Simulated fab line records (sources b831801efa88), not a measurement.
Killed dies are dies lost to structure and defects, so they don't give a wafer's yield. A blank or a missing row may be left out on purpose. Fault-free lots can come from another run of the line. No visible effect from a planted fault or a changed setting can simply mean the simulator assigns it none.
Shared-tool check    flow gf180mcu    15 lots and 45 wafers in the sample

## WHY THIS WAS OPENED
GF_VT_IMPLANT_TW_MEAS_43, reading VT_IMPLANT_4_TW: flagged on 3 of 15 lots. No-fault wafers: 693, standard deviation 3.7.
Rule: flag the lot when none of its wafers has a number, or when each of its wafers that has one lies beyond 4 standard deviations from that mean. The other lots count as sound.

lot   measured      on            VT_IMPLANT_4_TW, wafer by wafer  flag
L526  day 7 14:59   filmMetro-01  694 698 695                      
L527  day 7 20:01   filmMetro-02  694 691 692                      
L528  day 8 02:19   filmMetro-02  695 694 692                      
L530  day 8 18:36   filmMetro-02  692 697 695                      
L532  day 9 04:49   filmMetro-01  691 696 696                      
L538  day 10 18:57  filmMetro-01  30 30 30                         FLAGGED
L539  day 11 06:00  filmMetro-02  30 30 30                         FLAGGED
L540  day 11 10:13  filmMetro-02  30 30 30                         FLAGGED
L542  day 11 23:17  filmMetro-02  686 687 687                      
L543  day 12 09:00  filmMetro-04  695 695 695                      
L544  day 12 18:07  filmMetro-01  690 695 695                      
L545  day 12 22:11  filmMetro-04  697 693 696                      
L546  day 13 05:41  filmMetro-04  699 695 703                      
L548  day 13 23:46  filmMetro-02  694 690 691                      
L549  day 14 05:17  filmMetro-02  696 689 688                      
Averaged over the flagged lots the numbers come to 30, -663 from the usual (-99 or more standard deviations).

## WHICH TOOL RAN EACH LOT
The record holds 1 process step before the reading, out of a route of 602 steps. Every cell lists first the tool, next ch and the chambers used by the sampled wafers, and last the start.
lot   flag     GF_VT_IMPLANT_IMPLANT_41
L526           implanter-03 ch 0, day 7 14:46
L527           implanter-03 ch 0, day 7 19:46
L528           implanter-03 ch 0, day 8 02:04
L530           implanter-04 ch 0, day 8 18:22
L532           implanter-02 ch 0, day 9 04:25
L538  FLAGGED  implanter-03, day 10 18:43
L539  FLAGGED  implanter-03, day 11 05:46
L540  FLAGGED  implanter-02, day 11 09:58
L542           implanter-03 ch 0, day 11 23:03
L543           implanter-02 ch 0, day 12 08:46
L544           implanter-03 ch 0, day 12 17:52
L545           implanter-04 ch 0, day 12 21:57
L546           implanter-03 ch 0, day 13 05:28
L548           implanter-04 ch 0, day 13 23:31
L549           implanter-04 ch 0, day 14 05:02
What the steps here do:
- GF_VT_IMPLANT_IMPLANT_41
- GF_VT_IMPLANT_TW_MEAS_43

## FLAGGED OVER TOTAL, TOOL BY TOOL (the gauges that took the reading come last)
step                      tool          lots run  flagged  share of the flagged lots  sound lots run after its first flagged lot
GF_VT_IMPLANT_IMPLANT_41  implanter-02  3         1        some                       1 (L543)
GF_VT_IMPLANT_IMPLANT_41  implanter-03  8         2        some                       3 (L542,L544,L546)
GF_VT_IMPLANT_IMPLANT_41  implanter-04  4         0        none                       -
GF_VT_IMPLANT_TW_MEAS_43  filmMetro-01  4         1        some                       1 (L544)
GF_VT_IMPLANT_TW_MEAS_43  filmMetro-02  8         2        some                       3 (L542,L548,L549)
GF_VT_IMPLANT_TW_MEAS_43  filmMetro-04  3         0        none                       -

## WHAT THE TABLE ALLOWS
No row of the table ran every flagged lot.

## WHAT HAD BEEN PUT IN BY THE SIMULATOR
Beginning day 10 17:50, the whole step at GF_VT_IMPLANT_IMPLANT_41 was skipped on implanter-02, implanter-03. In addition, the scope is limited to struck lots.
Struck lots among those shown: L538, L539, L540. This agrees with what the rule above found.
